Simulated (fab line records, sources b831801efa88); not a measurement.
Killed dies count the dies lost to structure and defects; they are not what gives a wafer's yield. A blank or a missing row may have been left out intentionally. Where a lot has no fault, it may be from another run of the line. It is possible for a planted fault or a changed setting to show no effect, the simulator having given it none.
fab line records	flow sky130
record lots=11	wafers=33	last_day=49
route steps=708 shown METAL1@449 VIA1@460 VIA3@573 PAD_OPEN@708
lots with no fault: from the same line, run without faults
start_h: hours from the record's opening day to when the first of the lot's shown wafers began	wait_h: hours from the lot's prior step to this one	" repeats the value in the row above	L1.1+2: several wafers, shown together as one row	- value missing, or start not given	* or withheld: withheld	< > ~ a bound
route shown NAME@n: names a module that has steps shown in the file, with the first one's number in the route	usual: average and standard deviation across the fault-free wafers	same: alike in all rows	chamber/n: place in a boat	sites: each site's reading	_std_site: standard deviation of those values	_edge_site: the outer-site mean with the inner-site mean subtracted	radius_mm: for every site, how far away it sits from the centre of the wafer	mask NAME#n: copy n	behind: the most recent tool/chamber to have shaped the wafer	hold: reason for holding the lot/hours on hold/outcome of the hold	device: transistor that didn't switch, given as n, p or np	end of line: tests of these same wafers at the route's end	a step without rows: its recipe alone	killed: dies lost to structure and defects at the first sort, not the wafer's yield	map: per-die view of a wafer (x killed, . not killed, _ where there is no die)
set.NAME: setting as actually run; set.NAME@STEP: the setting as run at that earlier step	model.NAME: the simulator's own value behind a step, which no gauge read
one table for each step of the route and one row for each wafer, over a sample of lots
services: from which hour (start_h, from the record's first day; less than 0 if before it) a tool's chamber was out of use, for how many hours, and why
## steps
# step SKY_METAL1_CD_MEAS_15
# recipe target_cd_nm=140
# usual cd_nm=140.4/1.4
lot.wafer	tool	chamber	start_h	wait_h	cd_nm
L363.3	cd_sem-01	-	752.17	-	141.8
L363.4	"	-	"	"	139.1
L363.5	"	-	"	"	141.3
L364.1	cd_sem-01	-	753.28	-	138.6
L364.4	"	-	"	"	138.9
L364.6	"	-	"	"	138.6
L365.1	cd_sem-01	-	758.93	-	139.0
L365.2	"	-	"	"	138.7
L365.6	"	-	"	"	138.4
L366.1	cd_sem-02	-	774.22	-	140.1
L366.5	"	-	"	"	140.3
L366.6	"	-	"	"	140.3
L369.1	cd_sem-01	-	794.13	-	138.7
L369.3	"	-	"	"	140.3
L369.5	"	-	"	"	140.3
L370.2	cd_sem-01	-	805.05	-	141.9
L370.3	"	-	"	"	142.7
L370.6	"	-	"	"	142.4
L372.3	cd_sem-02	-	820.66	-	141.7
L372.5	"	-	"	"	141.1
L372.6	"	-	"	"	140.2
L376.3	cd_sem-01	-	842.01	-	141.1
L376.4	"	-	"	"	139.6
L376.5	"	-	"	"	140.1
L378.1	cd_sem-02	-	860.58	-	142.7
L378.5	"	-	"	"	144.2
L378.6	"	-	"	"	142.8
L381.1	cd_sem-01	-	884.77	-	140.8
L381.4	"	-	"	"	140.3
L381.5	"	-	"	"	140.3
L382.1	cd_sem-02	-	908.07	-	142.7
L382.4	"	-	"	"	140.4
L382.5	"	-	"	"	140.1
# step SKY_VIA1_CMP_02
# recipe material=SiO2	down_force_psi=4	platen_rpm=60	pad_velocity_m_s=0.94248
# usual motor_current_A=11.8/1	slurry_filter_dp_kPa=13.49/0.13
lot.wafer	tool	chamber	start_h	wait_h	motor_current_A	slurry_filter_dp_kPa
L363.4	cmp-01	0	753.29	0.1	10.2	13.40
L363.3	"	2	"	"	11.6	13.17
L363.5	"	3	"	"	11.8	13.57
L364.4	cmp-01	0	754.49	0.1	9.9	13.57
L364.1	"	1	"	"	12.0	13.56
L364.6	"	2	"	"	12.4	13.40
L365.2	cmp-01	1	760.07	0.0	11.5	13.47
L365.1	"	0	"	"	9.7	13.52
L365.6	"	1	"	"	11.2	13.36
L366.1	cmp-02	0	775.44	0.1	11.8	13.60
L366.5	"	0	"	"	12.5	13.64
L366.6	"	1	"	"	12.8	13.31
L369.3	cmp-01	1	795.36	0.0	12.3	13.38
L369.1	"	2	"	"	12.3	13.65
L369.5	"	2	"	"	12.1	13.42
L370.2	cmp-02	3	806.19	0.1	10.7	13.53
L370.3	"	1	"	"	12.7	13.47
L370.6	"	2	"	"	13.6	13.51
L372.3	cmp-01	1	821.88	0.2	11.5	13.32
L372.6	"	2	"	"	11.9	13.73
L372.5	"	3	"	"	11.5	13.53
L376.3	cmp-01	1	843.08	0.0	11.9	13.37
L376.4	"	2	"	"	11.6	13.48
L376.5	"	2	"	"	12.0	13.50
L378.1	cmp-02	3	861.83	0.1	10.7	13.18
L378.5	"	3	"	"	10.3	13.29
L378.6	"	0	"	"	12.6	13.37
L381.4	cmp-02	2	886.41	0.0	13.5	13.44
L381.1	"	3	"	"	10.8	13.62
L381.5	"	3	"	"	11.0	13.46
L382.1	cmp-02	3	909.61	0.1	11.0	13.62
L382.4	"	1	"	"	12.3	13.54
L382.5	"	3	"	"	10.8	13.55
# step SKY_VIA1_OVL_MEAS_13
# usual VIA1_OVL=1/4.5
lot.wafer	tool	chamber	start_h	wait_h	VIA1_OVL[nm]
L363.3	overlay-02	-	779.60	0.1	8
L363.4	"	-	"	"	2
L363.5	"	-	"	"	5
L364.1	overlay-02	-	780.59	0.1	10
L364.4	"	-	"	"	1
L364.6	"	-	"	"	4
L365.1	overlay-02	-	786.74	0.1	5
L365.2	"	-	"	"	-2
L365.6	"	-	"	"	5
L366.1	overlay-01	-	802.04	0.1	4
L366.5	"	-	"	"	4
L366.6	"	-	"	"	4
L369.1	overlay-01	-	821.89	0.1	4
L369.3	"	-	"	"	0
L369.5	"	-	"	"	4
L370.2	overlay-02	-	833.18	0.1	-5
L370.3	"	-	"	"	2
L370.6	"	-	"	"	-4
L372.3	overlay-02	-	849.00	0.1	9
L372.5	"	-	"	"	9
L372.6	"	-	"	"	4
L376.3	overlay-01	-	870.85	0.1	4
L376.4	"	-	"	"	3
L376.5	"	-	"	"	2
L378.1	overlay-01	-	888.82	0.1	0
L378.5	"	-	"	"	5
L378.6	"	-	"	"	3
L381.1	overlay-01	-	912.52	0.1	3
L381.4	"	-	"	"	4
L381.5	"	-	"	"	3
L382.1	overlay-02	-	937.34	0.1	-8
L382.4	"	-	"	"	-6
L382.5	"	-	"	"	-16
# step SKY_VIA3_HDPCVD_00
# recipe material=SiO2	target_thk_nm=1635	sigma_open_frac=0.3	time_s=272.5	temp_c=400	sih4_flow_sccm=60	pressure_mtorr=6
# usual pressure_mtorr=6.001/0.013
lot.wafer	tool	chamber	start_h	wait_h	pressure_mtorr
L363.3	hdpcvd-02	2	893.75	0.0	6.024
L363.4	"	2	"	"	6.016
L363.5	"	0	"	"	5.987
L364.1	hdpcvd-01	2	894.28	0.0	5.997
L364.4	"	1	"	"	6.007
L364.6	"	2	"	"	6.015
L365.1	hdpcvd-02	0	900.04	0.0	6.001
L365.2	"	2	"	"	5.992
L365.6	"	0	"	"	6.017
L366.1	hdpcvd-01	2	914.35	0.0	6.002
L366.5	"	1	"	"	6.006
L366.6	"	0	"	"	5.971
L369.1	hdpcvd-02	2	934.80	0.0	6.014
L369.3	"	1	"	"	5.985
L369.5	"	1	"	"	6.000
L370.2	hdpcvd-01	0	947.46	0.0	6.011
L370.3	"	2	"	"	5.997
L370.6	"	2	"	"	6.019
L372.3	hdpcvd-02	0	960.40	0.0	6.010
L372.5	"	2	"	"	5.992
L372.6	"	1	"	"	5.992
L376.3	hdpcvd-01	1	982.67	0.0	6.002
L376.4	"	1	"	"	6.001
L376.5	"	0	"	"	6.010
L378.1	hdpcvd-01	2	998.09	0.0	6.011
L378.5	"	2	"	"	5.988
L378.6	"	1	"	"	6.000
L381.1	hdpcvd-02	2	1017.24	0.0	6.000
L381.4	"	0	"	"	5.984
L381.5	"	2	"	"	5.990
L382.1	hdpcvd-01	0	1039.41	0.0	6.007
L382.4	"	2	"	"	6.000
L382.5	"	1	"	"	6.017
# step SKY_VIA3_THK_MEAS_01
# recipe reads=SiO2_of_VIA3_HDPCVD_00
# usual VIA3_HDPCVD_THK=1634/17
lot.wafer	tool	chamber	start_h	wait_h	VIA3_HDPCVD_THK[nm]
L363.3	film_metro-02	-	893.94	0.1	1658
L363.4	"	-	"	"	1662
L363.5	"	-	"	"	1646
L364.1	film_metro-04	-	894.45	0.1	1626
L364.4	"	-	"	"	1658
L364.6	"	-	"	"	1644
L365.1	film_metro-02	-	900.21	0.1	1623
L365.2	"	-	"	"	1608
L365.6	"	-	"	"	1615
L366.1	film_metro-04	-	914.52	0.1	1637
L366.5	"	-	"	"	1662
L366.6	"	-	"	"	1667
L369.1	film_metro-03	-	934.97	0.1	1621
L369.3	"	-	"	"	1281
L369.5	"	-	"	"	1299
L370.2	film_metro-04	-	947.64	0.1	1657
L370.3	"	-	"	"	1616
L370.6	"	-	"	"	1618
L372.3	film_metro-04	-	960.58	0.1	1620
L372.5	"	-	"	"	1623
L372.6	"	-	"	"	1297
L376.3	film_metro-02	-	982.86	0.1	1649
L376.4	"	-	"	"	1638
L376.5	"	-	"	"	1648
L378.1	film_metro-03	-	998.26	0.1	1637
L378.5	"	-	"	"	1633
L378.6	"	-	"	"	1625
L381.1	film_metro-04	-	1017.49	0.2	1649
L381.4	"	-	"	"	1649
L381.5	"	-	"	"	1635
L382.1	film_metro-03	-	1039.58	0.1	1644
L382.4	"	-	"	"	1619
L382.5	"	-	"	"	1639
# step SKY_VIA3_ETCH_15
# recipe target=SiO2	chemistry=C4F8/O2/Ar	target_depth_nm=507	stop_on=TiN	mask_material=KrF-thick	source_w=1500	bias_w=1200	pressure_mtorr=40	c4f8_flow_sccm=withheld	O2_flow_sccm=6	Ar_flow_sccm=300	time_s=78
# usual oes_product_au=0.946/0.0049
lot.wafer	tool	chamber	start_h	wait_h	oes_product_au
L363.3	rie_diel-01	0	920.86	0.0	0.950
L363.4	"	1	"	"	0.945
L363.5	"	3	"	"	0.952
L364.1	rie_diel-03	0	921.90	0.0	0.936
L364.4	"	2	"	"	0.942
L364.6	"	0	"	"	0.944
L365.1	rie_diel-02	0	926.85	0.0	0.953
L365.2	"	1	"	"	0.941
L365.6	"	3	"	"	0.946
L366.1	rie_diel-01	0	941.68	0.0	0.938
L366.5	"	0	"	"	0.943
L366.6	"	3	"	"	0.945
L369.1	rie_diel-02	3	961.00	0.0	0.935
L369.3	"	2	"	"	0.705
L369.5	"	1	"	"	0.711
L370.2	rie_diel-02	1	973.98	0.0	0.951
L370.3	"	2	"	"	0.949
L370.6	"	1	"	"	0.941
L372.3	rie_diel-01	0	986.38	0.0	0.939
L372.5	"	2	"	"	0.956
L372.6	"	3	"	"	0.713
L376.3	rie_diel-01	1	1006.87	0.0	0.942
L376.4	"	1	"	"	0.944
L376.5	"	2	"	"	0.943
L378.1	rie_diel-02	1	1021.77	0.0	0.952
L378.5	"	3	"	"	0.937
L378.6	"	1	"	"	0.950
L381.1	rie_diel-03	2	1040.57	0.0	0.943
L381.4	"	0	"	"	0.947
L381.5	"	1	"	"	0.942
L382.1	rie_diel-03	1	1061.12	0.0	0.947
L382.4	"	0	"	"	0.944
L382.5	"	3	"	"	0.953
# step SKY_PAD_OPEN_PROBE_99
# usual defect_limited_yield=82.5/1.9	killed_at_M0_to_M3=42/7.4	killed_at_M4_up=3.4/1.8	killed_at_contacts=25/5.4	killed_at_front_end=15/4.4	killed_at_other=0.2/0.52	killed_dies=86/9.3	killed_on_rim=17/3.9	killed_open=47/7.6	killed_short=39/6.5	sort_bin_3_pad_short=0.9/0.46	sort_bin_5_function=10.3/1.5	sort_bin_6_memory=6.3/1.2	sort_n_pass=406/9.3	sort_yield_pct=82.5/1.9
# same gross_dies=492	killed_at_back_side=0	sort_bin_4_leakage[%]=0	sort_bin_8_speed[%]=0
lot.wafer	tool	chamber	start_h	wait_h	defect_limited_yield[%]	killed_at_M0_to_M3	killed_at_M4_up	killed_at_contacts	killed_at_front_end	killed_at_other	killed_dies	killed_on_rim	killed_open	killed_short	sort_bin_3_pad_short[%]	sort_bin_5_function[%]	sort_bin_6_memory[%]	sort_n_pass	sort_yield_pct[%]
L363.3	prober-02	-	1072.08	0.2	80.3	58	1	24	14	0	97	20	52	45	1.0	12.0	6.7	395	80.3
L363.4	prober-02	-	1072.13	0.2	82.1	47	1	22	18	0	88	17	45	43	1.4	9.8	6.7	404	82.1
L363.5	prober-02	-	1072.18	0.2	80.7	57	4	24	10	0	95	24	50	45	1.6	10.6	7.1	397	80.7
L364.1	prober-01	-	1072.98	0.1	83.1	41	4	21	17	0	83	13	50	33	0.4	9.1	7.3	409	83.1
L364.4	prober-01	-	1073.13	0.2	80.3	53	2	23	19	0	97	20	57	40	1.4	12.8	5.5	395	80.3
L364.6	prober-01	-	1073.23	0.2	83.1	41	3	19	19	1	83	12	44	39	0.6	8.9	7.3	409	83.1
L365.1	prober-02	-	1076.16	0.1	83.9	43	2	20	14	0	79	14	49	30	0.4	10.4	5.3	413	83.9
L365.2	prober-02	-	1076.21	0.1	83.1	48	3	25	7	0	83	20	47	36	0.6	8.3	7.9	409	83.1
L365.6	prober-02	-	1076.41	0.2	82.7	38	6	28	12	1	85	19	44	41	0.4	9.8	7.1	407	82.7
L366.1	prober-01	-	1087.99	0.1	82.3	41	6	25	14	1	87	20	43	44	1.0	8.9	7.7	405	82.3
L366.5	prober-01	-	1088.19	0.2	84.8	48	4	15	8	0	75	16	37	38	0.6	10.0	4.7	417	84.8
L366.6	prober-01	-	1088.24	0.2	84.8	33	6	23	13	0	75	15	44	31	0.6	8.5	6.1	417	84.8
L369.1	prober-02	-	1101.80	0.1	82.9	40	1	26	17	0	84	17	47	37	1.0	10.0	6.1	408	82.9
L369.3	prober-02	-	1101.90	0.2	57.5	160	1	28	20	0	209	95	50	39	25.0	10.6	6.9	283	57.5
L369.5	prober-02	-	1102.00	0.2	60.8	151	3	26	13	0	193	93	44	37	23.6	9.1	6.5	299	60.8
L370.2	prober-01	-	1112.17	0.1	83.7	44	1	18	17	0	80	11	40	40	1.4	8.7	6.1	412	83.7
L370.3	prober-01	-	1112.22	0.2	79.5	47	3	27	24	0	101	23	50	51	1.8	10.4	8.3	391	79.5
L370.6	prober-01	-	1112.37	0.2	79.5	43	3	38	17	0	101	20	61	40	0.6	14.2	5.7	391	79.5
L372.3	prober-01	-	1123.87	0.2	83.3	43	4	18	17	0	82	15	50	32	0.2	10.6	5.9	410	83.3
L372.5	prober-01	-	1123.97	0.2	84.1	48	2	13	14	1	78	15	42	36	0.4	9.1	6.3	414	84.1
L372.6	prober-01	-	1124.02	0.2	58.5	167	1	29	6	1	204	95	38	56	22.8	11.6	7.1	288	58.5
L376.3	prober-01	-	1140.50	0.2	80.7	53	2	26	14	0	95	21	51	44	1.2	12.0	6.1	397	80.7
L376.4	prober-01	-	1140.55	0.2	81.7	49	5	15	21	0	90	14	43	47	0.8	11.8	5.7	402	81.7
L376.5	prober-01	-	1140.60	0.2	78.3	50	5	30	21	1	107	21	64	43	1.2	13.2	7.3	385	78.3
L378.1	prober-02	-	1152.18	0.1	84.1	38	4	19	17	0	78	14	41	37	0.8	9.8	5.3	414	84.1
L378.5	prober-02	-	1152.38	0.2	83.3	31	4	30	17	0	82	18	46	36	0.8	10.2	5.7	410	83.3
L378.6	prober-02	-	1152.43	0.2	85.2	32	2	21	18	0	73	19	39	34	0.4	11.0	3.5	419	85.2
L381.1	prober-01	-	1166.49	0.1	80.3	51	2	34	10	0	97	26	69	28	0.4	11.8	7.5	395	80.3
L381.4	prober-01	-	1166.64	0.2	84.6	41	3	20	12	0	76	13	43	33	1.6	8.7	5.1	416	84.6
L381.5	prober-01	-	1166.69	0.2	81.3	38	1	34	19	0	92	14	56	36	1.2	10.0	7.5	400	81.3
L382.1	prober-01	-	1182.60	0.1	83.1	43	2	21	16	1	83	12	37	46	1.0	9.3	6.5	409	83.1
L382.4	prober-01	-	1182.75	0.2	83.7	36	4	27	12	1	80	16	41	39	1.6	8.7	5.9	412	83.7
L382.5	prober-01	-	1182.80	0.2	82.7	33	3	33	16	0	85	15	46	39	0.6	11.4	5.3	407	82.7
# killed by level:class
L363.3 VIA2:geometric_particle:open=11 CONTACT:geometric_particle:open=9 METAL1:geometric_particle:short=9 VIA1:geometric_particle:open=7 VIA3:geometric_particle:short=6 FIELD_ISO:geometric_particle:open=5 VIA2:geometric_particle:short=5 VIA3:geometric_particle:open=5
L363.4 METAL1:geometric_particle:short=12 FIELD_ISO:geometric_particle:open=11 VIA1:geometric_particle:open=8 METAL2:geometric_particle:short=7 VIA3:geometric_particle:open=7 CONTACT:geometric_particle:short=6 LI_CONTACT:geometric_particle:open=5 CONTACT:geometric_particle:open=5
L363.5 METAL2:geometric_particle:short=11 VIA3:geometric_particle:open=11 CONTACT:geometric_particle:open=9 VIA1:geometric_particle:short=7 VIA1:geometric_particle:open=7 LI_CONTACT:geometric_particle:open=6 METAL1:geometric_particle:short=6 VIA2:geometric_particle:open=5
L364.1 VIA1:geometric_particle:open=14 VIA3:geometric_particle:open=11 CONTACT:geometric_particle:open=9 POLY_GATE:geometric_particle:short=6 FIELD_ISO:geometric_particle:open=4 LI_CONTACT:geometric_particle:short=4 METAL2:geometric_particle:short=4 FIELD_ISO:geometric_particle:short=3
L364.4 VIA1:geometric_particle:open=18 CONTACT:geometric_particle:open=10 FIELD_ISO:geometric_particle:open=9 LOCAL_INTERCONNECT:geometric_particle:short=6 VIA3:geometric_particle:open=6 METAL1:geometric_particle:short=5 VIA2:geometric_particle:open=5 FIELD_ISO:geometric_particle:short=4
L364.6 VIA1:geometric_particle:open=10 FIELD_ISO:geometric_particle:open=7 VIA1:geometric_particle:short=7 LI_CONTACT:geometric_particle:open=6 VIA2:geometric_particle:open=6 FIELD_ISO:geometric_particle:short=5 CONTACT:geometric_particle:open=5 VIA3:geometric_particle:open=4
L365.1 VIA1:geometric_particle:open=13 VIA2:geometric_particle:open=7 CONTACT:geometric_particle:open=7 FIELD_ISO:geometric_particle:open=6 METAL2:geometric_particle:short=6 LI_CONTACT:geometric_particle:open=5 CONTACT:geometric_particle:short=4 VIA1:geometric_particle:short=4
L365.2 CONTACT:geometric_particle:open=11 VIA1:geometric_particle:open=9 LI_CONTACT:geometric_particle:open=8 METAL1:geometric_particle:short=8 VIA3:geometric_particle:open=7 METAL2:geometric_particle:short=6 VIA2:geometric_particle:open=6 FIELD_ISO:geometric_particle:open=5
L365.6 CONTACT:geometric_particle:open=14 METAL2:geometric_particle:short=10 VIA1:geometric_particle:open=7 CONTACT:geometric_particle:short=6 VIA3:geometric_particle:open=6 POLY_GATE:geometric_particle:open=5 POLY_GATE:geometric_particle:short=4 VIA1:geometric_particle:short=4
L366.1 CONTACT:geometric_particle:open=10 VIA1:geometric_particle:open=8 VIA2:geometric_particle:open=8 METAL2:geometric_particle:short=6 LI_CONTACT:geometric_particle:open=6 METAL1:geometric_particle:short=6 POLY_GATE:geometric_particle:short=5 VIA1:geometric_particle:short=5
L366.5 VIA1:geometric_particle:open=12 METAL1:geometric_particle:short=10 VIA1:geometric_particle:short=5 VIA2:geometric_particle:open=5 LI_CONTACT:geometric_particle:open=4 CONTACT:geometric_particle:short=4 CONTACT:geometric_particle:open=4 POLY_GATE:geometric_particle:open=3
L366.6 VIA1:geometric_particle:open=9 VIA3:geometric_particle:open=6 LI_CONTACT:geometric_particle:open=6 CONTACT:geometric_particle:open=6 CONTACT:geometric_particle:short=5 VIA2:geometric_particle:open=5 METAL1:geometric_particle:short=4 METAL4:geometric_particle:short=4
L369.1 CONTACT:geometric_particle:open=15 METAL1:geometric_particle:short=7 METAL2:geometric_particle:short=7 VIA1:geometric_particle:open=6 LI_CONTACT:geometric_particle:open=5 FIELD_ISO:geometric_particle:short=4 VIA3:geometric_particle:open=4 VIA3:geometric_particle:short=4
L369.3 VIA3:area_hdpcvd=120 LI_CONTACT:geometric_particle:open=12 VIA1:geometric_particle:open=11 CONTACT:geometric_particle:open=8 METAL2:geometric_particle:short=8 POLY_GATE:geometric_particle:short=6 VIA2:geometric_particle:open=6 FIELD_ISO:geometric_particle:short=5
L369.5 VIA3:area_hdpcvd=112 LI_CONTACT:geometric_particle:open=9 CONTACT:geometric_particle:open=7 VIA1:geometric_particle:open=7 LOCAL_INTERCONNECT:geometric_particle:short=6 METAL1:geometric_particle:short=6 VIA2:geometric_particle:open=6 VIA3:geometric_particle:open=5
L370.2 METAL1:geometric_particle:short=9 VIA1:geometric_particle:open=9 FIELD_ISO:geometric_particle:open=8 VIA3:geometric_particle:short=6 VIA1:geometric_particle:short=5 CONTACT:geometric_particle:open=5 LI_CONTACT:geometric_particle:open=4 LOCAL_INTERCONNECT:geometric_particle:short=4
L370.3 LI_CONTACT:geometric_particle:open=11 CONTACT:geometric_particle:open=11 FIELD_ISO:geometric_particle:short=9 METAL2:geometric_particle:short=9 VIA1:geometric_particle:short=7 VIA1:geometric_particle:open=7 VIA3:geometric_particle:open=7 METAL1:geometric_particle:short=5
L370.6 LI_CONTACT:geometric_particle:open=14 VIA1:geometric_particle:open=12 VIA3:geometric_particle:open=10 CONTACT:geometric_particle:short=8 CONTACT:geometric_particle:open=7 LOCAL_INTERCONNECT:geometric_particle:short=5 VIA2:geometric_particle:open=5 METAL1:geometric_particle:short=4
L372.3 VIA1:geometric_particle:open=11 VIA3:geometric_particle:open=11 POLY_GATE:geometric_particle:open=5 LOCAL_INTERCONNECT:geometric_particle:short=5 METAL1:geometric_particle:short=5 VIA2:geometric_particle:open=5 FIELD_ISO:geometric_particle:open=4 LI_CONTACT:geometric_particle:open=4
L372.5 METAL2:geometric_particle:short=9 VIA1:geometric_particle:open=7 VIA2:geometric_particle:open=7 POLY_GATE:geometric_particle:open=6 CONTACT:geometric_particle:open=5 VIA3:geometric_particle:open=5 LI_CONTACT:geometric_particle:open=4 METAL3:geometric_particle:short=4
L372.6 VIA3:area_hdpcvd=110 METAL1:geometric_particle:short=11 CONTACT:geometric_particle:open=11 VIA3:geometric_particle:open=8 METAL2:geometric_particle:short=8 LOCAL_INTERCONNECT:geometric_particle:short=6 VIA2:geometric_particle:open=6 CONTACT:geometric_particle:short=5
L376.3 VIA1:geometric_particle:open=13 VIA2:geometric_particle:open=11 CONTACT:geometric_particle:open=7 VIA3:geometric_particle:open=6 FIELD_ISO:geometric_particle:short=6 METAL1:geometric_particle:short=6 METAL2:geometric_particle:short=6 LOCAL_INTERCONNECT:geometric_particle:short=5
L376.4 METAL1:geometric_particle:short=9 VIA1:geometric_particle:open=9 FIELD_ISO:geometric_particle:short=8 VIA2:geometric_particle:open=8 METAL2:geometric_particle:short=6 VIA3:geometric_particle:open=6 FIELD_ISO:geometric_particle:open=5 LI_CONTACT:geometric_particle:open=5
L376.5 VIA1:geometric_particle:open=17 LI_CONTACT:geometric_particle:open=10 FIELD_ISO:geometric_particle:short=8 VIA2:geometric_particle:open=8 FIELD_ISO:geometric_particle:open=6 CONTACT:geometric_particle:open=6 CONTACT:geometric_particle:short=6 VIA3:geometric_particle:open=6
L378.1 VIA3:geometric_particle:open=11 LI_CONTACT:geometric_particle:open=7 CONTACT:geometric_particle:open=5 VIA2:geometric_particle:open=5 FIELD_ISO:geometric_particle:open=4 POLY_GATE:geometric_particle:short=4 METAL1:geometric_particle:short=4 VIA1:geometric_particle:short=4
L378.5 LI_CONTACT:geometric_particle:open=10 CONTACT:geometric_particle:open=8 VIA1:geometric_particle:open=8 FIELD_ISO:geometric_particle:short=6 METAL1:geometric_particle:short=6 LOCAL_INTERCONNECT:geometric_particle:short=5 FIELD_ISO:geometric_particle:open=4 CONTACT:geometric_particle:short=4
L378.6 VIA1:geometric_particle:open=11 FIELD_ISO:geometric_particle:short=7 FIELD_ISO:geometric_particle:open=6 METAL1:geometric_particle:short=6 LI_CONTACT:geometric_particle:open=5 CONTACT:geometric_particle:short=4 LOCAL_INTERCONNECT:geometric_particle:short=4 METAL2:geometric_particle:short=4
L381.1 VIA1:geometric_particle:open=18 CONTACT:geometric_particle:open=15 LI_CONTACT:geometric_particle:open=12 VIA1:geometric_particle:short=7 VIA2:geometric_particle:open=7 VIA3:geometric_particle:open=7 POLY_GATE:geometric_particle:short=3 CONTACT:geometric_particle:short=3
L381.4 VIA1:geometric_particle:open=10 LI_CONTACT:geometric_particle:open=7 CONTACT:geometric_particle:open=7 VIA2:geometric_particle:open=7 FIELD_ISO:geometric_particle:short=5 METAL2:geometric_particle:short=5 VIA1:geometric_particle:short=4 METAL3:geometric_particle:short=4
L381.5 CONTACT:geometric_particle:open=12 LI_CONTACT:geometric_particle:open=11 VIA2:geometric_particle:open=10 VIA1:geometric_particle:open=7 METAL1:geometric_particle:short=6 VIA3:geometric_particle:open=6 FIELD_ISO:geometric_particle:short=5 FIELD_ISO:geometric_particle:open=5
L382.1 VIA1:geometric_particle:open=13 LOCAL_INTERCONNECT:geometric_particle:short=7 LI_CONTACT:geometric_particle:open=6 VIA2:geometric_particle:short=6 LI_CONTACT:geometric_particle:short=5 METAL1:geometric_particle:short=5 VIA2:geometric_particle:open=5 FIELD_ISO:geometric_particle:open=4
L382.4 VIA1:geometric_particle:open=8 LI_CONTACT:geometric_particle:open=7 LOCAL_INTERCONNECT:geometric_particle:short=7 VIA3:geometric_particle:open=7 CONTACT:geometric_particle:open=6 METAL1:geometric_particle:short=6 LI_CONTACT:geometric_particle:short=4 METAL2:geometric_particle:short=4
L382.5 VIA1:geometric_particle:open=12 CONTACT:geometric_particle:open=10 CONTACT:geometric_particle:short=9 LI_CONTACT:geometric_particle:open=5 VIA2:geometric_particle:open=5 FIELD_ISO:geometric_particle:short=4 LI_CONTACT:geometric_particle:short=4 METAL2:geometric_particle:short=4
## services
tool	chamber	start_h	hours	kind
cmp-01	-	744.12	4.0	pm
hdpcvd-02	-	777.89	1.2	repair
cmp-02	-	779.68	4.3	repair
hdpcvd-01	1	791.18	1.8	repair
hdpcvd-02	-	802.50	2.7	pm
rie_diel-01	1	827.46	6.3	repair
rie_diel-01	2	829.35	10.1	repair
hdpcvd-01	2	861.71	12.8	repair
cmp-02	-	862.13	5.2	pm
rie_diel-02	1	893.04	2.9	repair
cmp-01	-	901.02	5.0	repair
rie_diel-01	1	905.60	3.3	repair
hdpcvd-01	-	906.26	5.5	pm
cmp-02	-	928.71	4.0	pm
rie_diel-02	3	939.96	7.9	repair
cmp-02	-	945.78	5.6	pm
hdpcvd-01	-	950.25	15.0	pm
cmp-01	-	954.74	0.4	repair
cmp-02	-	969.11	1.8	repair
cmp-02	-	995.02	1.7	repair
hdpcvd-01	1	1012.78	11.4	repair
hdpcvd-02	1	1016.89	17.0	repair
cmp-01	-	1020.26	3.3	pm
cmp-02	-	1031.30	1.3	repair
## key
first_sign step=SKY_VIA3_THK_MEAS_01	reading=VIA3_HDPCVD_THK	direction=down	sigmas=20	usual=1634	struck=1292
effect step=SKY_VIA3_ETCH_15	reading=oes_product_au	direction=down	sigmas=48	usual=0.946	struck=0.710
effect step=SKY_PAD_OPEN_PROBE_99	reading=sort_bin_3_pad_short	direction=up	sigmas=49	usual=0.9	struck=23.8
more_kills_born_at SKY_VIA3_HDPCVD_00@hdpcvd-02=342
met_at SKY_VIA3_HDPCVD_00
struck_lots L369,L372
struck_wafers L369.3,L369.5,L372.6
not_acting_at SKY_METAL1_CD_MEAS_15,SKY_VIA1_CMP_02,SKY_VIA1_OVL_MEAS_13
fault kind=site_profile_drift	tool=hdpcvd-02	chamber=1	onset_h=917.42	steps=SKY_VIA3_HDPCVD_00	basis=fraction	max_abs_drift=0.44839	slope_share_per_hr=99.643	site_pattern=0,0,0,0,0,-1,-1,-1,-1
